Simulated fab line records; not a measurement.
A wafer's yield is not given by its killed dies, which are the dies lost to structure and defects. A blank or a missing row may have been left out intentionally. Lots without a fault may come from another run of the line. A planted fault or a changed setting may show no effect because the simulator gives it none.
Comparing a struck lot with a sound one    flow sky130    15 steps out of a route of 708
Sound: the wafers L616.2, L616.5, L616.6. Struck: wafers L624.1, L624.3, L624.6. Last of all comes the cause.
Per side, at each step with rows, come the tool, then ch with its chambers, and then its first start. Under that, the readings that differ: sound wafers    struck wafers    difference of the means    sigmas: that difference in standard deviations of wafers without a fault.
alike: words and numbers the same on both sides, and readings whose means are apart by under 2 such deviations; not compared: readings that were withheld, readings missing a value for some wafer, numbers with overlapping values and no deviation given by the record, and bounds like >300 which may hide the same value.
A row with sigmas, a row that says differs or no value, or rows on one side alone: a step with any of these is where the two part. Numbers that don't overlap but have no deviation are shown without sigmas and don't part them. A reading missing from all wafers of one side parts the sides only when that side holds two or more wafers.

SKY_NWELL_RS_MEAS_29: a four-point-probe measurement.
  struck on film metro-01, day 9 06:28; sound on film metro-02, day 7 13:05
  alike: NWELL_RS
SKY_NWELL_RS_MEAS_31: a four-point-probe measurement.
  struck on film metro-01, day 9 06:42; sound on film metro-02, day 7 13:19
  alike: PWDE_RS
then, 7 steps without rows for these wafers: SKY_VT_ADJUST_HVTP_DEHYDRATE_00 (time 60 s); SKY_VT_ADJUST_HVTP_HMDS_01 (prime time 60 s); SKY_VT_ADJUST_HVTP_COAT_02 (resist thk 1140 nm); SKY_VT_ADJUST_HVTP_SOFTBAKE_03 (time 60 s); SKY_VT_ADJUST_HVTP_EXPOSE_04 (exposes mask HVTPM, target cd 380 nm); SKY_VT_ADJUST_HVTP_PEB_05; SKY_VT_ADJUST_HVTP_DEVELOP_06 (develop time 60 s).
SKY_VT_ADJUST_HVTP_CD_MEAS_07: the cd target is 380 nm.
  struck on cd sem-02, day 10 03:31; sound on cd sem-01, day 8 07:40
  alike: cd nm
SKY_VT_ADJUST_HVTP_OVL_MEAS_08:
  struck on overlay-02, day 10 03:38; sound on overlay-02, day 8 07:47
  alike: VT_ADJUST_HVTP_OVL
SKY_VT_ADJUST_HVTP_IMPLANT_09:
  sound on implanter-02 ch 0, day 8 07:50; struck on implanter-03 ch 0, day 10 03:40
reading                    sound              struck             difference  sigmas
implant ion amu            75 75 75           49 49 49           -26         
model.implant.rp nm (nm)   85.12 85.12 85.12  110.3 110.3 110.3  +25.2       
model.implant.drp nm (nm)  33.4 33.4 33.4     46.43 46.43 46.43  +13.03      
SKY_VT_ADJUST_HVTP_STRIP_10: strips in O2/N2.
  sound on plasma asher-02 ch 0,1, day 8 07:58; struck on plasma asher-01 ch 0,1, day 10 03:49
reading                      sound           struck          difference  sigmas
drypump motor current A (A)  5.39 5.40 5.47  6.35 5.84 6.32  +0.75       +3
  alike: oes product au, strip time to endpoint s
  not compared: rf hours counter h
SKY_VT_ADJUST_HVTP_TW_MEAS_11:
  struck on film metro-03, day 10 03:55; sound on film metro-03, day 8 08:04
reading            sound           struck       difference  sigmas
VT_ADJUST_HVTP_TW  1354 1352 1347  761 757 759  -592        -35
then, 1 step without rows for these wafers: SKY_VT_ADJUST_LVTN_DEHYDRATE_00 (time 60 s).

WHERE THEY PART
Last at SKY_VT_ADJUST_HVTP_TW_MEAS_11 as far as this record goes, first at SKY_VT_ADJUST_HVTP_STRIP_10.

WHY: what had been put in by the simulator
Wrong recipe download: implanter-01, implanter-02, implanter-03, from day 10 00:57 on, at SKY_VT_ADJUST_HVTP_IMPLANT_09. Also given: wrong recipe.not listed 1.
